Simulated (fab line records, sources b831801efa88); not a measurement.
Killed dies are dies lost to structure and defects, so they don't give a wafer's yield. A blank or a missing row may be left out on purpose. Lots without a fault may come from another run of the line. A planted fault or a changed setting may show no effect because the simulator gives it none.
A struck lot beside a sound one | flow sky130 | 15 steps out of a route of 708
Sound: wafers L594.2, L594.4, L594.6. Struck: wafers L600.2, L600.4, L600.5. The cause comes at the end.
At each step with rows: each side's tool, then ch and its chambers, then its first start. Under that, the readings that differ: sound wafers | struck wafers | difference of the means | sigmas: that difference in standard deviations of wafers without a fault.
alike: readings whose means differ by less than 2 such deviations, and words and numbers that are the same on both sides. not compared: withheld readings, readings that some wafer has no value for, bounds like >300 that may hide the same value, and numbers for which the record gives no deviation and whose values overlap.
The two part at a step that has a row with sigmas, a row that says differs or no value, or rows on one side only. Numbers that don't overlap but have no deviation are shown without sigmas and don't part them. A reading that every wafer of one side lacks parts them only if that side has two wafers or more.

first, 2 steps without rows for these wafers: SKY_METAL2_CLEAN_23 (cleans in O3/DIW); SKY_VIA2_HDPCVD_00 (deposits SiO2, target thk 1180 nm, time 196.7 s).
SKY_VIA2_THK_MEAS_01:
  sound on film_metro-02, day 36 14:25; struck on film_metro-03, day 38 15:34
  alike: VIA2_HDPCVD_THK
SKY_VIA2_CMP_02: polishes SiO2.
  sound on cmp-01 ch 0,2,3, day 36 14:28; struck on cmp-02 ch 0,2,3, day 38 15:37
  alike: motor_current_A
SKY_VIA2_BOW_MEAS_03:
  sound on film_metro-01, day 36 14:47; struck on film_metro-01, day 38 15:56
  alike: VIA2_BOW
then, 7 steps without rows for these wafers: SKY_VIA2_DEHYDRATE_04 (time 60 s); SKY_VIA2_HMDS_05 (prime time 60 s); SKY_VIA2_COAT_06 (resist thk 60 nm); SKY_VIA2_COAT_07 (resist thk 458.4 nm); SKY_VIA2_SOFTBAKE_08 (time 90 s); SKY_VIA2_EXPOSE_09 (exposes mask VIM2, target cd 200 nm); SKY_VIA2_PEB_10.
SKY_VIA2_DEVELOP_11: develop time 60 s.
  sound on litho_track-03 ch 0, day 37 16:00; struck on litho_track-04 ch 0, day 39 16:00
  reading              | sound             | struck            | difference | sigmas
  developer_temp_C (C) | 20.81 20.80 20.85 | 21.56 21.58 21.70 | +0.79      | +7
SKY_VIA2_CD_MEAS_12: target cd 200 nm.
  sound on cd_sem-02, day 37 16:25; struck on cd_sem-01, day 39 16:59
  alike: cd_nm
-- the record jumps here: 9 days lie between the struck wafers' starts before and after (it left off in module VIA2 and takes up again in module PAD_OPEN, whose first step shown is number 708 of the route) --
SKY_PAD_OPEN_PROBE_99:
  the record has rows for the struck wafers here (prober-01, day 48 14:34) and none for the sound ones

WHERE THEY PART
First at SKY_VIA2_DEVELOP_11; last, within this record, at SKY_PAD_OPEN_PROBE_99.

WHY: what the simulator had put in
Process parameter drift: litho_track-04, from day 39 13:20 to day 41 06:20, at SKY_VIA2_DEVELOP_11. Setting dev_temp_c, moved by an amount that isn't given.
